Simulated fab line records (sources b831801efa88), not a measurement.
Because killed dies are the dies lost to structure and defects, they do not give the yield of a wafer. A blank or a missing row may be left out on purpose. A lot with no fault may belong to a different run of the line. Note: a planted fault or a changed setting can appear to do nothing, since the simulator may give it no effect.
Which tool did it? ; flow sfq-line ; 45 wafers from 15 lots sampled at 4 of the route's 325 steps

## WHAT THE GAUGES READ, wafer by wafer
SFQ_R5_RS_MEAS_933: measures by four-point-probe.
lot;measured;on;R5_MONX_RS (ohm/sq)
L476;day 56 03:11;film-metro-02;7.16 7.29 7.18
L479;day 57 10:01;film-metro-02;7.09 7.09 7.18
L480;day 57 20:44;film-metro-02;7.01 6.94 6.98
L481;day 63 08:00;film-metro-03;7.15 7.09 7.06
L482;day 63 11:01;film-metro-03;7.18 7.21 7.19
L483;day 64 02:01;film-metro-02;6.99 6.98 6.97
L485;day 64 20:00;film-metro-02;6.84 6.89 6.89
L492;day 71 02:46;film-metro-02;7.09 7.04 7.09
L493;day 71 06:22;film-metro-03;7.08 7.01 7.10
L494;day 71 13:56;film-metro-02;7.21 7.22 7.31
L495;day 71 18:23;film-metro-01;7.19 7.21 7.11
L496;day 71 21:58;film-metro-02;7.06 7.01 7.09
L497;day 72 01:33;film-metro-03;7.12 7.09 7.11
L498;day 72 04:34;film-metro-01;7.06 6.96 6.97
L499;day 73 08:37;film-metro-02;7.12 7.23 7.21

## WHICH TOOL RAN EACH LOT (tool, then ch and the chambers of the sampled wafers, then the start)
lot;SFQ_TRILAYER_JJ_TRILAYER_DEP_SPUTTER_110;SFQ_TRILAYER_A5B_DEP_PECVD_129;SFQ_TRILAYER_A5B_METRO_MEASURE_131
L476;pvd-sputter-03, day 49 19:26;pecvd-01 ch 0,1, day 55 22:46;film-metro-01, day 56 02:04
L479;pvd-sputter-05, day 50 17:46;pecvd-02 ch 0,1,2, day 57 04:54;film-metro-04, day 57 08:43
L480;pvd-sputter-06, day 50 23:46;pecvd-01 ch 0,1, day 57 10:54;film-metro-01, day 57 19:26
L481;pvd-sputter-03, day 57 08:07;pecvd-01 ch 0,2, day 63 03:37;film-metro-01, day 63 06:43
L482;pvd-sputter-05, day 57 10:32;pecvd-03 ch 0,1, day 63 06:01;film-metro-01, day 63 09:55
L483;pvd-sputter-03, day 57 18:41;pecvd-03 ch 0,1, day 63 17:17;film-metro-01, day 64 00:55
L485;pvd-sputter-06, day 58 14:00;pecvd-01 ch 1,2, day 64 07:13;film-metro-01, day 64 18:43
L492;pvd-sputter-05, day 60 23:36;pecvd-03 ch 0,1,2, day 70 22:22;film-metro-01, day 71 01:39
L493;pvd-sputter-03, day 61 03:13;pecvd-02 ch 0,1,2, day 71 01:58;film-metro-01, day 71 05:15
L494;pvd-sputter-06, day 61 05:36;pecvd-02 ch 0,1,2, day 71 07:58;film-metro-03, day 71 12:49
L495;pvd-sputter-05, day 61 09:12;pecvd-02 ch 1,2, day 71 13:58;film-metro-03, day 71 17:27
L496;pvd-sputter-03, day 61 11:37;pecvd-03 ch 0,1,2, day 71 17:34;film-metro-03, day 71 20:51
L497;pvd-sputter-06, day 61 16:25;pecvd-01 ch 0,1,2, day 71 21:10;film-metro-01, day 72 00:15
L498;pvd-sputter-05, day 61 20:00;pecvd-02 ch 0,1, day 71 22:22;film-metro-03, day 72 03:27
L499;pvd-sputter-06, day 63 16:53;pecvd-02 ch 0,2, day 73 04:14;film-metro-03, day 73 07:20
- SFQ_TRILAYER_JJ_TRILAYER_DEP_SPUTTER_110: material Al, target thk 8 nm, time 10 s.
- SFQ_TRILAYER_A5B_DEP_PECVD_129: deposits SiO2 from SiH4/N2O, time 133.33 s, target thk 600 nm.
- SFQ_TRILAYER_A5B_METRO_MEASURE_131

## WHAT THE TOOLS THEMSELVES READ (means of the sampled wafers that have a number; where no wafer has one, the mark that the record gives instead)
SFQ_TRILAYER_JJ_TRILAYER_DEP_SPUTTER_110.
lot;tool;base-pressure-pa (Pa);throttle-valve-pct (%)
L476;pvd-sputter-03;1.32e-06;28.8
L479;pvd-sputter-05;1.31e-06;31.1
L480;pvd-sputter-06;1.33e-06;30.8
L481;pvd-sputter-03;1.32e-06;28.6
L482;pvd-sputter-05;1.40e-06;30.5
L483;pvd-sputter-03;1.36e-06;29.2
L485;pvd-sputter-06;1.36e-06;29.3
L492;pvd-sputter-05;1.33e-06;30.8
L493;pvd-sputter-03;1.29e-06;29.7
L494;pvd-sputter-06;1.28e-06;30.9
L495;pvd-sputter-05;1.27e-06;30.8
L496;pvd-sputter-03;1.41e-06;28.9
L497;pvd-sputter-06;1.32e-06;29.4
L498;pvd-sputter-05;1.21e-06;31.1
L499;pvd-sputter-06;1.41e-06;30.8

SFQ_TRILAYER_A5B_DEP_PECVD_129.
lot;tool;chamber-pressure-Torr (Torr);heater-power-outer-w (W);heater-power-w (W);throttle-valve-pct (%)
L476;pecvd-01;2.397;15;56;25.7
L479;pecvd-02;2.401;23;72;22.9
L480;pecvd-01;2.406;25;72;25.5
L481;pecvd-01;2.404;30;78;25.1
L482;pecvd-03;2.406;33;89;23.6
L483;pecvd-03;2.404;29;84;23.7
L485;pecvd-01;2.400;12;53;25.3
L492;pecvd-03;-;-;-;-
L493;pecvd-02;-;-;-;-
L494;pecvd-02;-;-;-;-
L495;pecvd-02;2.403;29;79;23.4
L496;pecvd-03;2.396;34;90;23.8
L497;pecvd-01;2.401;21;67;23.8
L498;pecvd-02;2.401;24;75;24.0
L499;pecvd-02;2.402;21;69;23.6

## THE ANSWER, worked out from the rows above alone
Rule: usual is defined by the lots themselves. The widest of any qualifying gaps counts: lots, ordered by their means at a reading, are off when they make up no more than a third of the lots, leave a main group of 4 or more, and stand apart from it by 3 or more times the standard deviation of that group's means. If all means in a main group match to the digits the tables above print for the reading, that group is not used. A lot without any number at a reading at which 4 lots or more have one is off too. The other lots that the step has rows for count as sound. After the gauges, taken in route order, come the tools' own readings; for these a lot's mean is taken, as printed above. The first step at which some lot is off is used, and at that step the reading that is off furthest; a lot without a number counts as furthest.
Off, at SFQ_TRILAYER_A5B_DEP_PECVD_129 on chamber-pressure-Torr: L492, L493, L494. Without a number there: L492, L493, L494. The main group: mean 2.402 Torr, standard deviation 0.003.
A tool fits if, at that step or a process step before it, it ran every lot that is off, and no sound lot after the first of them. None of those tried fits.

## WHAT THE SIMULATOR PUT IN
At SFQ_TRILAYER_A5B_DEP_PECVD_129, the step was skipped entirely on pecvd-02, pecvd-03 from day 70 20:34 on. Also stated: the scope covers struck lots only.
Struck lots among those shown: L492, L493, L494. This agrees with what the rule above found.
